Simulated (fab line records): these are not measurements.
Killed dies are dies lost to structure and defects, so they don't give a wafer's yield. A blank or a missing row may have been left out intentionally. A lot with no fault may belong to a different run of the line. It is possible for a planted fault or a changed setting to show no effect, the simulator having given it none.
What tool caused it? || flow sky130 || 72 wafers from 24 lots sampled at 6 of the route's 708 steps

## WHAT THE GAUGES READ, wafer by wafer
SKY_NWELL_OVL_MEAS_10. Usual: NWELL_00_OVL 0.4 nm, standard deviation 1.2.
{"lot": "L074", "measured": "day 4 07:52", "on": "overlay-01", "NWELL_00_OVL (nm)": "-0.4 1.2 -0.2", "flag": ""}
{"lot": "L075", "measured": "day 4 19:35", "on": "overlay-02", "NWELL_00_OVL (nm)": "1.6 0.7 -0.5", "flag": ""}
{"lot": "L076", "measured": "day 5 01:02", "on": "overlay-02", "NWELL_00_OVL (nm)": "1.2 0.9 1.3", "flag": ""}
{"lot": "L077", "measured": "day 5 06:11", "on": "overlay-01", "NWELL_00_OVL (nm)": "-0.7 -0.2 0.0", "flag": ""}
{"lot": "L078", "measured": "day 5 12:10", "on": "overlay-01", "NWELL_00_OVL (nm)": "-0.2 1.1 0.2", "flag": ""}
{"lot": "L079", "measured": "day 6 06:53", "on": "overlay-02", "NWELL_00_OVL (nm)": "2.3 0.8 2.4", "flag": ""}
{"lot": "L080", "measured": "day 6 08:34", "on": "overlay-01", "NWELL_00_OVL (nm)": "-1.0 -2.1 -1.2", "flag": ""}
{"lot": "L081", "measured": "day 6 08:35", "on": "overlay-02", "NWELL_00_OVL (nm)": "1.2 -1.4 0.5", "flag": ""}
{"lot": "L082", "measured": "day 6 14:07", "on": "overlay-01", "NWELL_00_OVL (nm)": "-0.3 1.0 1.7", "flag": ""}
{"lot": "L083", "measured": "day 6 20:44", "on": "overlay-02", "NWELL_00_OVL (nm)": "-0.5 -1.7 -0.2", "flag": ""}
{"lot": "L085", "measured": "day 7 04:44", "on": "overlay-01", "NWELL_00_OVL (nm)": "2.5 1.1 1.0", "flag": ""}
{"lot": "L084", "measured": "day 7 05:46", "on": "overlay-02", "NWELL_00_OVL (nm)": "3.7 1.6 0.0", "flag": ""}
{"lot": "L086", "measured": "day 7 11:59", "on": "overlay-02", "NWELL_00_OVL (nm)": "0.5 0.0 -0.6", "flag": ""}
{"lot": "L087", "measured": "day 7 17:19", "on": "overlay-01", "NWELL_00_OVL (nm)": "-1.3 -0.6 -2.0", "flag": ""}
{"lot": "L088", "measured": "day 7 22:44", "on": "overlay-02", "NWELL_00_OVL (nm)": "0.3 0.9 -0.1", "flag": ""}
{"lot": "L089", "measured": "day 8 05:44", "on": "overlay-01", "NWELL_00_OVL (nm)": "-1.3 0.8 -0.1", "flag": ""}
{"lot": "L090", "measured": "day 8 10:44", "on": "overlay-02", "NWELL_00_OVL (nm)": "-0.1 0.5 -0.7", "flag": ""}
{"lot": "L091", "measured": "day 8 16:38", "on": "overlay-01", "NWELL_00_OVL (nm)": "2.7 -0.1 1.8", "flag": ""}
{"lot": "L092", "measured": "day 8 17:47", "on": "overlay-02", "NWELL_00_OVL (nm)": "0.0 1.1 0.5", "flag": ""}
{"lot": "L093", "measured": "day 9 05:05", "on": "overlay-01", "NWELL_00_OVL (nm)": "0.0 -1.0 -1.3", "flag": ""}
{"lot": "L094", "measured": "day 9 19:11", "on": "overlay-01", "NWELL_00_OVL (nm)": "0.6 -0.2 -1.7", "flag": ""}
{"lot": "L095", "measured": "day 10 04:20", "on": "overlay-02", "NWELL_00_OVL (nm)": "2.5 0.8 0.7", "flag": ""}
{"lot": "L097", "measured": "day 10 08:05", "on": "overlay-02", "NWELL_00_OVL (nm)": "-0.2 -0.5 -0.9", "flag": ""}
{"lot": "L096", "measured": "day 10 09:14", "on": "overlay-02", "NWELL_00_OVL (nm)": "1.6 -0.2 1.4", "flag": ""}

SKY_VIA1_THK_MEAS_01. Usual: VIA1_HDPCVD_THK 1030 nm, standard deviation 11.
{"lot": "L074", "measured": "day 32 03:32", "on": "film_metro-03", "VIA1_HDPCVD_THK (nm)": "1033 1033 1028", "flag": ""}
{"lot": "L075", "measured": "day 33 00:41", "on": "film_metro-04", "VIA1_HDPCVD_THK (nm)": "1037 1027 1050", "flag": ""}
{"lot": "L076", "measured": "day 33 02:07", "on": "film_metro-02", "VIA1_HDPCVD_THK (nm)": "1032 1035 1024", "flag": ""}
{"lot": "L077", "measured": "day 33 12:17", "on": "film_metro-04", "VIA1_HDPCVD_THK (nm)": "1031 1030 1015", "flag": ""}
{"lot": "L078", "measured": "day 34 19:38", "on": "film_metro-04", "VIA1_HDPCVD_THK (nm)": "1043 1039 1025", "flag": ""}
{"lot": "L079", "measured": "day 35 02:28", "on": "film_metro-02", "VIA1_HDPCVD_THK (nm)": "1037 1024 1038", "flag": ""}
{"lot": "L080", "measured": "day 35 04:05", "on": "film_metro-03", "VIA1_HDPCVD_THK (nm)": "1030 1035 1033", "flag": ""}
{"lot": "L081", "measured": "day 35 04:48", "on": "film_metro-02", "VIA1_HDPCVD_THK (nm)": "1028 1039 1040", "flag": ""}
{"lot": "L082", "measured": "day 35 09:08", "on": "film_metro-02", "VIA1_HDPCVD_THK (nm)": "1054 1028 1037", "flag": ""}
{"lot": "L083", "measured": "day 35 17:17", "on": "film_metro-02", "VIA1_HDPCVD_THK (nm)": "1032 1048 1051", "flag": ""}
{"lot": "L085", "measured": "day 36 03:12", "on": "film_metro-02", "VIA1_HDPCVD_THK (nm)": "1032 1024 1025", "flag": ""}
{"lot": "L084", "measured": "day 36 05:41", "on": "film_metro-03", "VIA1_HDPCVD_THK (nm)": "1015 1010 1017", "flag": ""}
{"lot": "L086", "measured": "day 36 10:21", "on": "film_metro-03", "VIA1_HDPCVD_THK (nm)": "1045 1040 1045", "flag": ""}
{"lot": "L087", "measured": "day 36 19:28", "on": "film_metro-03", "VIA1_HDPCVD_THK (nm)": "1014 1018 1017", "flag": ""}
{"lot": "L088", "measured": "day 37 01:34", "on": "film_metro-04", "VIA1_HDPCVD_THK (nm)": "1009 1012 1009", "flag": ""}
{"lot": "L089", "measured": "day 38 15:59", "on": "film_metro-02", "VIA1_HDPCVD_THK (nm)": "1044 1038 1041", "flag": ""}
{"lot": "L090", "measured": "day 38 08:24", "on": "film_metro-02", "VIA1_HDPCVD_THK (nm)": "1027 1024 1011", "flag": ""}
{"lot": "L091", "measured": "day 38 12:26", "on": "film_metro-03", "VIA1_HDPCVD_THK (nm)": "1031 1038 1041", "flag": ""}
{"lot": "L092", "measured": "day 38 16:34", "on": "film_metro-03", "VIA1_HDPCVD_THK (nm)": "1029 1022 1027", "flag": ""}
{"lot": "L093", "measured": "day 38 18:46", "on": "film_metro-03", "VIA1_HDPCVD_THK (nm)": "1018 1009 1021", "flag": ""}
{"lot": "L094", "measured": "day 39 12:52", "on": "film_metro-02", "VIA1_HDPCVD_THK (nm)": "1022 1027 1035", "flag": ""}
{"lot": "L095", "measured": "day 39 23:05", "on": "film_metro-04", "VIA1_HDPCVD_THK (nm)": "1040 1053 1046", "flag": ""}
{"lot": "L097", "measured": "day 40 00:02", "on": "film_metro-02", "VIA1_HDPCVD_THK (nm)": "1041 1035 1037", "flag": ""}
{"lot": "L096", "measured": "day 40 04:16", "on": "film_metro-02", "VIA1_HDPCVD_THK (nm)": "1019 1019 1020", "flag": ""}

SKY_VIA3_CD_MEAS_12 targets a cd of 200 nm. Usual: 200.5 nm for cd_nm, sd 1.9.
{"lot": "L074", "measured": "day 38 22:10", "on": "cd_sem-01", "cd_nm (nm)": "197.1 197.3 198.0", "flag": ""}
{"lot": "L075", "measured": "day 39 17:40", "on": "cd_sem-01", "cd_nm (nm)": "200.4 200.3 200.9", "flag": ""}
{"lot": "L076", "measured": "day 39 20:38", "on": "cd_sem-02", "cd_nm (nm)": "202.4 202.6 203.9", "flag": ""}
{"lot": "L077", "measured": "day 40 04:10", "on": "cd_sem-02", "cd_nm (nm)": "198.8 199.2 200.7", "flag": ""}
{"lot": "L078", "measured": "day 41 09:22", "on": "cd_sem-02", "cd_nm (nm)": "200.6 200.7 201.3", "flag": ""}
{"lot": "L079", "measured": "day 41 17:35", "on": "cd_sem-01", "cd_nm (nm)": "202.2 201.9 202.2", "flag": ""}
{"lot": "L080", "measured": "day 41 18:28", "on": "cd_sem-02", "cd_nm (nm)": "199.9 200.6 200.1", "flag": ""}
{"lot": "L081", "measured": "day 41 22:04", "on": "cd_sem-02", "cd_nm (nm)": "199.9 199.4 199.7", "flag": ""}
{"lot": "L082", "measured": "day 41 22:37", "on": "cd_sem-01", "cd_nm (nm)": "200.7 202.6 200.5", "flag": ""}
{"lot": "L083", "measured": "day 42 07:09", "on": "cd_sem-01", "cd_nm (nm)": "204.4 204.8 205.0", "flag": ""}
{"lot": "L085", "measured": "day 42 12:29", "on": "cd_sem-01", "cd_nm (nm)": "202.2 201.0 202.0", "flag": ""}
{"lot": "L084", "measured": "day 42 18:50", "on": "cd_sem-02", "cd_nm (nm)": "202.7 202.4 201.1", "flag": ""}
{"lot": "L086", "measured": "day 42 22:49", "on": "cd_sem-02", "cd_nm (nm)": "199.4 199.2 200.7", "flag": ""}
{"lot": "L087", "measured": "day 43 04:46", "on": "cd_sem-02", "cd_nm (nm)": "198.6 198.9 195.6", "flag": ""}
{"lot": "L088", "measured": "day 43 15:49", "on": "cd_sem-01", "cd_nm (nm)": "198.7 198.7 198.7", "flag": ""}
{"lot": "L089", "measured": "day 44 22:46", "on": "cd_sem-02", "cd_nm (nm)": "198.8 199.1 198.0", "flag": ""}
{"lot": "L090", "measured": "day 44 11:40", "on": "cd_sem-01", "cd_nm (nm)": "201.1 200.9 201.1", "flag": ""}
{"lot": "L091", "measured": "day 44 17:17", "on": "cd_sem-02", "cd_nm (nm)": "202.0 201.5 202.1", "flag": ""}
{"lot": "L092", "measured": "day 44 23:23", "on": "cd_sem-01", "cd_nm (nm)": "200.1 199.5 198.9", "flag": ""}
{"lot": "L093", "measured": "day 45 00:26", "on": "cd_sem-02", "cd_nm (nm)": "203.6 203.1 203.0", "flag": ""}
{"lot": "L094", "measured": "day 45 17:05", "on": "cd_sem-02", "cd_nm (nm)": "199.5 200.4 199.8", "flag": ""}
{"lot": "L095", "measured": "day 45 23:50", "on": "cd_sem-02", "cd_nm (nm)": "200.5 199.0 200.9", "flag": ""}
{"lot": "L097", "measured": "day 45 22:53", "on": "cd_sem-02", "cd_nm (nm)": "198.4 199.5 200.4", "flag": ""}
{"lot": "L096", "measured": "day 46 04:26", "on": "cd_sem-01", "cd_nm (nm)": "199.6 198.7 199.5", "flag": ""}

SKY_VIA4_BOW_MEAS_03. Usual: VIA4_BOW 79 um, standard deviation 8.5.
{"lot": "L074", "measured": "day 41 02:51", "on": "film_metro-04", "VIA4_BOW (um)": "69 70 61", "flag": ""}
{"lot": "L075", "measured": "day 42 00:23", "on": "film_metro-04", "VIA4_BOW (um)": "86 83 86", "flag": ""}
{"lot": "L076", "measured": "day 42 01:25", "on": "film_metro-01", "VIA4_BOW (um)": "82 90 90", "flag": ""}
{"lot": "L077", "measured": "day 42 07:49", "on": "film_metro-03", "VIA4_BOW (um)": "93 76 74", "flag": ""}
{"lot": "L078", "measured": "day 43 11:07", "on": "film_metro-03", "VIA4_BOW (um)": "75 77 72", "flag": ""}
{"lot": "L079", "measured": "day 43 19:14", "on": "film_metro-01", "VIA4_BOW (um)": "88 79 92", "flag": ""}
{"lot": "L080", "measured": "day 43 20:49", "on": "film_metro-04", "VIA4_BOW (um)": "91 83 76", "flag": ""}
{"lot": "L081", "measured": "day 43 23:40", "on": "film_metro-03", "VIA4_BOW (um)": "82 73 73", "flag": ""}
{"lot": "L082", "measured": "day 44 00:31", "on": "film_metro-01", "VIA4_BOW (um)": "78 78 98", "flag": ""}
{"lot": "L083", "measured": "day 44 08:38", "on": "film_metro-03", "VIA4_BOW (um)": "82 88 85", "flag": ""}
{"lot": "L085", "measured": "day 44 12:27", "on": "film_metro-01", "VIA4_BOW (um)": "82 74 73", "flag": ""}
{"lot": "L084", "measured": "day 44 20:19", "on": "film_metro-03", "VIA4_BOW (um)": "68 81 80", "flag": ""}
{"lot": "L086", "measured": "day 44 23:47", "on": "film_metro-01", "VIA4_BOW (um)": "91 92 87", "flag": ""}
{"lot": "L087", "measured": "day 45 05:14", "on": "film_metro-03", "VIA4_BOW (um)": "54 68 58", "flag": ""}
{"lot": "L088", "measured": "day 45 14:34", "on": "film_metro-04", "VIA4_BOW (um)": "88 84 91", "flag": ""}
{"lot": "L089", "measured": "day 46 19:28", "on": "film_metro-03", "VIA4_BOW (um)": "81 73 86", "flag": ""}
{"lot": "L090", "measured": "day 46 09:38", "on": "film_metro-04", "VIA4_BOW (um)": "82 74 80", "flag": ""}
{"lot": "L091", "measured": "day 46 14:57", "on": "film_metro-04", "VIA4_BOW (um)": "81 89 73", "flag": ""}
{"lot": "L092", "measured": "day 46 21:03", "on": "film_metro-04", "VIA4_BOW (um)": "74 63 76", "flag": ""}
{"lot": "L093", "measured": "day 46 21:38", "on": "film_metro-04", "VIA4_BOW (um)": "75 76 82", "flag": ""}
{"lot": "L094", "measured": "day 47 13:26", "on": "film_metro-01", "VIA4_BOW (um)": "83 65 77", "flag": ""}
{"lot": "L095", "measured": "day 47 20:15", "on": "film_metro-03", "VIA4_BOW (um)": "81 85 73", "flag": ""}
{"lot": "L097", "measured": "day 47 19:11", "on": "film_metro-01", "VIA4_BOW (um)": "82 75 77", "flag": ""}
{"lot": "L096", "measured": "day 48 01:03", "on": "film_metro-04", "VIA4_BOW (um)": "90 84 88", "flag": ""}

## WHICH TOOL RAN EACH LOT (tool, then ch and the chambers of the sampled wafers, then the start)
{"lot": "L074", "SKY_VIA1_SPUTTER_20": "pvd_sputter-04, day 33 07:03", "SKY_VIA3_STRIP_16": "plasma_asher-02 ch 0,1, day 38 22:25"}
{"lot": "L075", "SKY_VIA1_SPUTTER_20": "pvd_sputter-03, day 34 03:52", "SKY_VIA3_STRIP_16": "plasma_asher-03 ch 0,1, day 39 17:53"}
{"lot": "L076", "SKY_VIA1_SPUTTER_20": "pvd_sputter-03, day 34 05:46", "SKY_VIA3_STRIP_16": "plasma_asher-02 ch 0,1, day 39 20:53"}
{"lot": "L077", "SKY_VIA1_SPUTTER_20": "pvd_sputter-03, day 34 15:27", "SKY_VIA3_STRIP_16": "plasma_asher-04 ch 0,1, day 40 04:23"}
{"lot": "L078", "SKY_VIA1_SPUTTER_20": "pvd_sputter-03, day 35 22:43", "SKY_VIA3_STRIP_16": "plasma_asher-02 ch 0,1, day 41 09:35"}
{"lot": "L079", "SKY_VIA1_SPUTTER_20": "pvd_sputter-01, day 36 05:07", "SKY_VIA3_STRIP_16": "plasma_asher-03 ch 0,1, day 41 17:50"}
{"lot": "L080", "SKY_VIA1_SPUTTER_20": "pvd_sputter-01, day 36 07:05", "SKY_VIA3_STRIP_16": "plasma_asher-03 ch 0,1, day 41 18:43"}
{"lot": "L081", "SKY_VIA1_SPUTTER_20": "pvd_sputter-04, day 36 08:12", "SKY_VIA3_STRIP_16": "plasma_asher-04 ch 0,1, day 41 22:17"}
{"lot": "L082", "SKY_VIA1_SPUTTER_20": "pvd_sputter-01, day 36 12:15", "SKY_VIA3_STRIP_16": "plasma_asher-02 ch 0,1, day 41 22:52"}
{"lot": "L083", "SKY_VIA1_SPUTTER_20": "pvd_sputter-03, day 36 20:00", "SKY_VIA3_STRIP_16": "plasma_asher-02 ch 0,1, day 42 07:24"}
{"lot": "L085", "SKY_VIA1_SPUTTER_20": "pvd_sputter-03, day 37 05:48", "SKY_VIA3_STRIP_16": "plasma_asher-04 ch 0,1, day 42 12:44"}
{"lot": "L084", "SKY_VIA1_SPUTTER_20": "pvd_sputter-03, day 37 09:55", "SKY_VIA3_STRIP_16": "plasma_asher-03 ch 0,1, day 42 19:04"}
{"lot": "L086", "SKY_VIA1_SPUTTER_20": "pvd_sputter-01, day 37 13:01", "SKY_VIA3_STRIP_16": "plasma_asher-02 ch 0,1, day 42 23:04"}
{"lot": "L087", "SKY_VIA1_SPUTTER_20": "pvd_sputter-01, day 37 22:04", "SKY_VIA3_STRIP_16": "plasma_asher-04 ch 0,1, day 43 04:59"}
{"lot": "L088", "SKY_VIA1_SPUTTER_20": "pvd_sputter-01, day 38 04:52", "SKY_VIA3_STRIP_16": "plasma_asher-03 ch 0,1, day 43 16:07"}
{"lot": "L089", "SKY_VIA1_SPUTTER_20": "pvd_sputter-01, day 39 17:01", "SKY_VIA3_STRIP_16": "plasma_asher-04 ch 0,1, day 44 22:59"}
{"lot": "L090", "SKY_VIA1_SPUTTER_20": "pvd_sputter-03, day 39 09:58", "SKY_VIA3_STRIP_16": "plasma_asher-04 ch 0,1, day 44 11:55"}
{"lot": "L091", "SKY_VIA1_SPUTTER_20": "pvd_sputter-01, day 39 14:30", "SKY_VIA3_STRIP_16": "plasma_asher-02 ch 0,1, day 44 17:33"}
{"lot": "L092", "SKY_VIA1_SPUTTER_20": "pvd_sputter-03, day 39 18:25", "SKY_VIA3_STRIP_16": "plasma_asher-02 ch 0,1, day 44 23:38"}
{"lot": "L093", "SKY_VIA1_SPUTTER_20": "pvd_sputter-04, day 39 20:54", "SKY_VIA3_STRIP_16": "plasma_asher-04 ch 0,1, day 45 00:41"}
{"lot": "L094", "SKY_VIA1_SPUTTER_20": "pvd_sputter-04, day 40 15:17", "SKY_VIA3_STRIP_16": "plasma_asher-03 ch 0,1, day 45 17:21"}
{"lot": "L095", "SKY_VIA1_SPUTTER_20": "pvd_sputter-01, day 41 00:04", "SKY_VIA3_STRIP_16": "plasma_asher-04 ch 0,1, day 46 00:05"}
{"lot": "L097", "SKY_VIA1_SPUTTER_20": "pvd_sputter-03, day 41 01:00", "SKY_VIA3_STRIP_16": "plasma_asher-04 ch 0,1, day 45 23:07"}
{"lot": "L096", "SKY_VIA1_SPUTTER_20": "pvd_sputter-01, day 41 05:39", "SKY_VIA3_STRIP_16": "plasma_asher-04 ch 0,1, day 46 04:41"}
- SKY_VIA1_SPUTTER_20: material TiN, target thk 20 nm, time 80 s.
- SKY_VIA3_STRIP_16: strips in O2/N2.

## WHAT THE TOOLS THEMSELVES READ (means of the sampled wafers that have a number; where no wafer has one, the mark that the record gives instead)
SKY_VIA1_SPUTTER_20. Usual: cathode_dc_power_W 4000.0 W, standard deviation 0.71; chamber_pressure_pa 5.000 Pa, standard deviation 0.0099; throttle_valve_pct 29.5 %, standard deviation 0.71.
{"lot": "L074", "tool": "pvd_sputter-04", "cathode_dc_power_W (W)": 3999.7, "chamber_pressure_pa (Pa)": 5.006, "throttle_valve_pct (%)": 29.4, "flag": ""}
{"lot": "L075", "tool": "pvd_sputter-03", "cathode_dc_power_W (W)": 3999.7, "chamber_pressure_pa (Pa)": 5.010, "throttle_valve_pct (%)": 28.8, "flag": ""}
{"lot": "L076", "tool": "pvd_sputter-03", "cathode_dc_power_W (W)": 4000.2, "chamber_pressure_pa (Pa)": 5.010, "throttle_valve_pct (%)": 28.9, "flag": ""}
{"lot": "L077", "tool": "pvd_sputter-03", "cathode_dc_power_W (W)": 4000.9, "chamber_pressure_pa (Pa)": 5.003, "throttle_valve_pct (%)": 29.7, "flag": ""}
{"lot": "L078", "tool": "pvd_sputter-03", "cathode_dc_power_W (W)": 4000.3, "chamber_pressure_pa (Pa)": 4.981, "throttle_valve_pct (%)": 29.7, "flag": ""}
{"lot": "L079", "tool": "pvd_sputter-01", "cathode_dc_power_W (W)": 3999.6, "chamber_pressure_pa (Pa)": 4.997, "throttle_valve_pct (%)": 29.7, "flag": ""}
{"lot": "L080", "tool": "pvd_sputter-01", "cathode_dc_power_W (W)": 3999.9, "chamber_pressure_pa (Pa)": 4.992, "throttle_valve_pct (%)": 29.9, "flag": ""}
{"lot": "L081", "tool": "pvd_sputter-04", "cathode_dc_power_W (W)": 4000.0, "chamber_pressure_pa (Pa)": 4.998, "throttle_valve_pct (%)": 29.3, "flag": ""}
{"lot": "L082", "tool": "pvd_sputter-01", "cathode_dc_power_W (W)": 3999.8, "chamber_pressure_pa (Pa)": 4.993, "throttle_valve_pct (%)": 29.0, "flag": ""}
{"lot": "L083", "tool": "pvd_sputter-03", "cathode_dc_power_W (W)": 3999.8, "chamber_pressure_pa (Pa)": 4.985, "throttle_valve_pct (%)": 29.3, "flag": ""}
{"lot": "L085", "tool": "pvd_sputter-03", "cathode_dc_power_W (W)": 4000.4, "chamber_pressure_pa (Pa)": 5.004, "throttle_valve_pct (%)": 29.1, "flag": ""}
{"lot": "L084", "tool": "pvd_sputter-03", "cathode_dc_power_W (W)": 4000.2, "chamber_pressure_pa (Pa)": 4.994, "throttle_valve_pct (%)": 29.8, "flag": ""}
{"lot": "L086", "tool": "pvd_sputter-01", "cathode_dc_power_W (W)": 4000.6, "chamber_pressure_pa (Pa)": 5.004, "throttle_valve_pct (%)": 29.3, "flag": ""}
{"lot": "L087", "tool": "pvd_sputter-01", "cathode_dc_power_W (W)": 4000.0, "chamber_pressure_pa (Pa)": 4.997, "throttle_valve_pct (%)": 29.4, "flag": ""}
{"lot": "L088", "tool": "pvd_sputter-01", "cathode_dc_power_W (W)": 3999.6, "chamber_pressure_pa (Pa)": 4.997, "throttle_valve_pct (%)": 29.7, "flag": ""}
{"lot": "L089", "tool": "pvd_sputter-01", "cathode_dc_power_W (W)": 3999.5, "chamber_pressure_pa (Pa)": 4.999, "throttle_valve_pct (%)": 29.1, "flag": ""}
{"lot": "L090", "tool": "pvd_sputter-03", "cathode_dc_power_W (W)": 3999.4, "chamber_pressure_pa (Pa)": 4.995, "throttle_valve_pct (%)": 29.5, "flag": ""}
{"lot": "L091", "tool": "pvd_sputter-01", "cathode_dc_power_W (W)": 4000.2, "chamber_pressure_pa (Pa)": 4.997, "throttle_valve_pct (%)": 30.0, "flag": ""}
{"lot": "L092", "tool": "pvd_sputter-03", "cathode_dc_power_W (W)": 4000.0, "chamber_pressure_pa (Pa)": 4.996, "throttle_valve_pct (%)": 29.3, "flag": ""}
{"lot": "L093", "tool": "pvd_sputter-04", "cathode_dc_power_W (W)": 3999.5, "chamber_pressure_pa (Pa)": 4.997, "throttle_valve_pct (%)": 29.5, "flag": ""}
{"lot": "L094", "tool": "pvd_sputter-04", "cathode_dc_power_W (W)": 4000.8, "chamber_pressure_pa (Pa)": 5.003, "throttle_valve_pct (%)": 29.9, "flag": ""}
{"lot": "L095", "tool": "pvd_sputter-01", "cathode_dc_power_W (W)": 4000.2, "chamber_pressure_pa (Pa)": 4.996, "throttle_valve_pct (%)": 29.7, "flag": ""}
{"lot": "L097", "tool": "pvd_sputter-03", "cathode_dc_power_W (W)": 4000.1, "chamber_pressure_pa (Pa)": 5.004, "throttle_valve_pct (%)": 29.4, "flag": ""}
{"lot": "L096", "tool": "pvd_sputter-01", "cathode_dc_power_W (W)": 3999.6, "chamber_pressure_pa (Pa)": 5.006, "throttle_valve_pct (%)": 29.4, "flag": ""}

SKY_VIA3_STRIP_16. Usual: drypump_motor_current_A 5.7 A, standard deviation 0.39; oes_product_au 0.402 a.u., standard deviation 0.0044; strip_time_to_endpoint_s 4.120 s, standard deviation 0.022.
{"lot": "L074", "tool": "plasma_asher-02", "drypump_motor_current_A (A)": 5.2, "oes_product_au (a.u.)": 0.403, "strip_time_to_endpoint_s (s)": 4.149, "flag": ""}
{"lot": "L075", "tool": "plasma_asher-03", "drypump_motor_current_A (A)": 5.7, "oes_product_au (a.u.)": 0.399, "strip_time_to_endpoint_s (s)": 4.106, "flag": ""}
{"lot": "L076", "tool": "plasma_asher-02", "drypump_motor_current_A (A)": 5.1, "oes_product_au (a.u.)": 0.401, "strip_time_to_endpoint_s (s)": 4.116, "flag": ""}
{"lot": "L077", "tool": "plasma_asher-04", "drypump_motor_current_A (A)": 6.1, "oes_product_au (a.u.)": 0.402, "strip_time_to_endpoint_s (s)": 4.107, "flag": ""}
{"lot": "L078", "tool": "plasma_asher-02", "drypump_motor_current_A (A)": 5.4, "oes_product_au (a.u.)": 0.400, "strip_time_to_endpoint_s (s)": 4.126, "flag": ""}
{"lot": "L079", "tool": "plasma_asher-03", "drypump_motor_current_A (A)": 5.7, "oes_product_au (a.u.)": 0.405, "strip_time_to_endpoint_s (s)": 4.120, "flag": ""}
{"lot": "L080", "tool": "plasma_asher-03", "drypump_motor_current_A (A)": 5.7, "oes_product_au (a.u.)": 0.401, "strip_time_to_endpoint_s (s)": 4.135, "flag": ""}
{"lot": "L081", "tool": "plasma_asher-04", "drypump_motor_current_A (A)": 6.0, "oes_product_au (a.u.)": 0.403, "strip_time_to_endpoint_s (s)": 4.125, "flag": ""}
{"lot": "L082", "tool": "plasma_asher-02", "drypump_motor_current_A (A)": 5.4, "oes_product_au (a.u.)": 0.403, "strip_time_to_endpoint_s (s)": 4.109, "flag": ""}
{"lot": "L083", "tool": "plasma_asher-02", "drypump_motor_current_A (A)": 5.4, "oes_product_au (a.u.)": 0.401, "strip_time_to_endpoint_s (s)": 4.103, "flag": ""}
{"lot": "L085", "tool": "plasma_asher-04", "drypump_motor_current_A (A)": 6.0, "oes_product_au (a.u.)": 0.399, "strip_time_to_endpoint_s (s)": 4.143, "flag": ""}
{"lot": "L084", "tool": "plasma_asher-03", "drypump_motor_current_A (A)": 5.7, "oes_product_au (a.u.)": 0.401, "strip_time_to_endpoint_s (s)": 4.098, "flag": ""}
{"lot": "L086", "tool": "plasma_asher-02", "drypump_motor_current_A (A)": 5.2, "oes_product_au (a.u.)": 0.400, "strip_time_to_endpoint_s (s)": 4.107, "flag": ""}
{"lot": "L087", "tool": "plasma_asher-04", "drypump_motor_current_A (A)": 6.0, "oes_product_au (a.u.)": 0.397, "strip_time_to_endpoint_s (s)": 4.118, "flag": ""}
{"lot": "L088", "tool": "plasma_asher-03", "drypump_motor_current_A (A)": 5.6, "oes_product_au (a.u.)": 0.397, "strip_time_to_endpoint_s (s)": 4.103, "flag": ""}
{"lot": "L089", "tool": "plasma_asher-04", "drypump_motor_current_A (A)": 6.1, "oes_product_au (a.u.)": 0.400, "strip_time_to_endpoint_s (s)": 4.114, "flag": ""}
{"lot": "L090", "tool": "plasma_asher-04", "drypump_motor_current_A (A)": 6.0, "oes_product_au (a.u.)": 0.403, "strip_time_to_endpoint_s (s)": 4.143, "flag": ""}
{"lot": "L091", "tool": "plasma_asher-02", "drypump_motor_current_A (A)": 5.2, "oes_product_au (a.u.)": 0.405, "strip_time_to_endpoint_s (s)": 4.136, "flag": ""}
{"lot": "L092", "tool": "plasma_asher-02", "drypump_motor_current_A (A)": 5.4, "oes_product_au (a.u.)": 0.404, "strip_time_to_endpoint_s (s)": 4.129, "flag": ""}
{"lot": "L093", "tool": "plasma_asher-04", "drypump_motor_current_A (A)": 6.1, "oes_product_au (a.u.)": 0.397, "strip_time_to_endpoint_s (s)": 4.136, "flag": ""}
{"lot": "L094", "tool": "plasma_asher-03", "drypump_motor_current_A (A)": 5.7, "oes_product_au (a.u.)": 0.405, "strip_time_to_endpoint_s (s)": 4.147, "flag": ""}
{"lot": "L095", "tool": "plasma_asher-04", "drypump_motor_current_A (A)": 6.1, "oes_product_au (a.u.)": 0.404, "strip_time_to_endpoint_s (s)": 4.127, "flag": ""}
{"lot": "L097", "tool": "plasma_asher-04", "drypump_motor_current_A (A)": 6.0, "oes_product_au (a.u.)": 0.403, "strip_time_to_endpoint_s (s)": 4.095, "flag": ""}
{"lot": "L096", "tool": "plasma_asher-04", "drypump_motor_current_A (A)": 6.0, "oes_product_au (a.u.)": 0.403, "strip_time_to_endpoint_s (s)": 4.106, "flag": ""}

## THE ANSWER, worked out from the rows above alone
Rule: lot off if the mean of its wafers having a number is beyond 3 standard deviations from the usual mean. A lot without any number at a reading at which 4 lots or more have one is off too. The other lots that the step has rows for count as sound. First the gauges in route order, then the tools' own readings, where a lot's mean is used as printed above. At the first step where some lot is off, the reading lying furthest off is the one used; lots without a number count as furthest.
None of the lots is off at any reading shown; this tells nothing.

## WHAT THE SIMULATOR PUT IN
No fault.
